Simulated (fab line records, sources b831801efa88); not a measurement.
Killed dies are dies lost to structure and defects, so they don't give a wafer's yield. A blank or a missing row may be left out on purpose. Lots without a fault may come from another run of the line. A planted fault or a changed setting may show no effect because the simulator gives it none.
A struck lot beside a sound one | flow gf180mcu | 18 steps out of a route of 602
Sound: wafers L749.1, L749.2, L749.3. Struck: wafers L756.1, L756.2, L756.3. The cause comes at the end.
At each step with rows: each side's tool, then ch and its chambers, then its first start. Under that, the readings that differ: sound wafers | struck wafers | difference of the means | sigmas: that difference in standard deviations of wafers without a fault.
alike: readings whose means differ by less than 2 such deviations, and words and numbers that are the same on both sides. not compared: withheld readings, readings that some wafer has no value for, bounds like >300 that may hide the same value, and numbers for which the record gives no deviation and whose values overlap.
The two part at a step that has a row with sigmas, a row that says differs or no value, or rows on one side only. Numbers that don't overlap but have no deviation are shown without sigmas and don't part them. A reading that every wafer of one side lacks parts them only if that side has two wafers or more.

first, 2 steps without rows for these wafers: GF_CONTACT_PEB_12 (peb time 90 s); GF_CONTACT_DEVELOP_13 (develop time 60 s).
GF_CONTACT_CD_MEAS_14: target cd 220 nm.
  sound on cd_sem-01, day 19 15:49; struck on cd_sem-02, day 21 20:18
  alike: cd_nm
GF_CONTACT_OVL_MEAS_15:
  sound on overlay-01, day 19 15:56; struck on overlay-01, day 21 20:25
  alike: CONTACT_OVL
GF_CONTACT_ETCH_16: etches BARC in N2/H2.
  sound on rie_diel-03 ch 1,2,3, day 19 15:59; struck on rie_diel-03 ch 0,1,2, day 21 20:27
  alike: drypump_motor_current_A, n2_flow_sccm, oes_product_au, throttle_valve_pct
then, 1 step without rows for these wafers: GF_CONTACT_ETCH_17 (etches SiO2 in C4F8/O2/Ar, stops on CoSi2, target depth 860 nm).
GF_CONTACT_STRIP_18: strips in O2/N2.
  sound on plasma_asher-03 ch 0,1, day 19 16:08; struck on plasma_asher-02 ch 0,1, day 21 20:37
  reading                     | sound       | struck      | difference | sigmas
  drypump_motor_current_A (A) | 5.2 4.6 4.6 | 5.5 6.7 6.7 | +1.5       | +2
  alike: heater_power_w, n2_flow_sccm, oes_product_au
  not compared: rf_hours_counter_h
then, 3 steps without rows for these wafers: GF_CONTACT_CLEAN_19 (cleans in SPM); GF_CONTACT_CLEAN_20 (cleans in DIW); GF_CONTACT_CLEAN_21 (cleans in dHF, time 20 s).
GF_CONTACT_SPUTTER_22: material Ti, target thk 15 nm, time 80.02 s.
  sound on pvd_sputter-02, day 19 16:26; struck on pvd_sputter-02, day 21 20:55
  alike: chamber_pressure_pa, throttle_valve_pct
GF_CONTACT_SPUTTER_23: material TiN, target thk 10 nm, time 40 s.
  sound on pvd_sputter-02, day 19 16:30; struck on pvd_sputter-02, day 21 20:59
  alike: chamber_pressure_pa, throttle_valve_pct
GF_CONTACT_CVD_24: deposits W, target thk 300 nm, time 90.339 s.
  sound on cvd_w-01 ch 0,1, day 19 16:32; struck on cvd_w-01 ch 0,1, day 21 21:01
  reading                               | sound             | struck            | difference | sigmas
  chamber_pressure_Torr (Torr)          | 40.03 39.81 39.80 | 40.03 40.15 40.12 | +0.22      | +2
  model.W_of_CONTACT_CVD_24.thk_nm (nm) | 296.6 298.8 299.2 | 340.7 339.7 342.1 | +42.6      |
  alike: heater_power_w, susceptor_temp_C
GF_CONTACT_RS_MEAS_25: measures by four-point-probe.
  sound on film_metro-03, day 19 16:38; struck on film_metro-01, day 21 21:25
  reading               | sound             | struck            | difference | sigmas
  CONTACT_W_RS (ohm/sq) | 0.386 0.385 0.384 | 0.336 0.337 0.335 | -0.049     | -13
  not compared: hold
GF_CONTACT_THK_MEAS_26: measures by xrf.
  sound on film_metro-03, day 19 16:46; struck on film_metro-01, day 22 01:28
  reading            | sound       | struck      | difference | sigmas
  CONTACT_W_THK (nm) | 300 302 303 | 356 355 356 | +54        | +12
  not compared: hold
GF_CONTACT_CMP_27: polishes, stops on SiO2, t overpolish 15 s, target thk 0 nm.
  sound on cmp-01 ch 1,2,3, day 19 16:49; struck on cmp-02 ch 0,2,3, day 22 02:54
  reading                | sound          | struck                                                                     | difference                   | sigmas
  hold                   | - - -          | await_dispo/1.0h/release await_dispo/1.0h/release await_dispo/1.0h/release | no value on the sound wafers |
  time_to_endpoint_s (s) | 72.5 69.9 73.4 | 84.8 82.4 82.9                                                             | +11.4                        | +4
  alike: motor_current_A, retaining_ring_pressure_frac
GF_M1_SPUTTER_00: material Ti, target thk 37.5 nm, time 150 s.
  sound on pvd_sputter-03, day 19 17:07; struck on pvd_sputter-02, day 22 03:12
  alike: chamber_pressure_pa, throttle_valve_pct
then, 1 step without rows for these wafers: GF_PASSIVATION_PROBE_99.

WHERE THEY PART
First at GF_CONTACT_STRIP_18; last, within this record, at GF_CONTACT_CMP_27. Later steps at which nothing parts them and some readings are alike: GF_M1_SPUTTER_00.

WHY: what the simulator had put in
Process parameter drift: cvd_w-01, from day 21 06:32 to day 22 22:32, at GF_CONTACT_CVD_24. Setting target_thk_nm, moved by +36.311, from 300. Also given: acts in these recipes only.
